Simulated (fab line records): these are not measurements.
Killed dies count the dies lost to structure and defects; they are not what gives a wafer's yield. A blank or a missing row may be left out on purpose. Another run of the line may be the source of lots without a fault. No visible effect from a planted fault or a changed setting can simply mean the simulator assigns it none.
Chamber matching | flow gf180mcu | 3 sister chambers for GF_PASSIVATION_CVD_02 on pecvd-03
The step deposits Si3N4, target thk 700 nm, time 486.18 s. 3 wafers are shown with their chamber, then 7 later ones without.

WAFERS WITH THEIR CHAMBER
wafer  | chamber | heater power w (W)
L416.5 | 2       | 511
L417.1 | 0       | 691
L417.2 | 1       | 931

WAFERS WITH NO CHAMBER GIVEN
wafer  | heater power w (W)
L417.3 | 474
L418.1 | 925
L418.4 | 521
L418.5 | 778
L429.3 | 715
L429.4 | 731
L429.6 | 784

CHAMBER TAKEN BY EACH
wafer  | from the rows above     | in truth
L417.3 | 2                       | 2
L418.1 | 1                       | 1
L418.4 | 2                       | 2
L418.5 | can't be placed: 0 or 1 | 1
L429.3 | 0                       | 0
L429.4 | 0                       | 0
L429.6 | can't be placed: 0 or 1 | 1
Correct placement for 5 of the 7. From these rows, 2 cannot be placed; in 2 the true chamber is one of the candidates. Placed wrongly: 0.
How it was worked out, from the rows above alone: a wafer's distance from a chamber is the root of the sum, over the readings, of the square of ((its reading less the chamber's mean) divided by the reading's scatter). The wafer belongs to the nearest chamber; if the next one is less than 2 further off, it can't be placed. For every chamber, the mean is computed from those of its wafers that are shown. The scatter: with one shown wafer a chamber, the root of the mean of the squares of how far each hidden wafer lies from its nearest shown one.
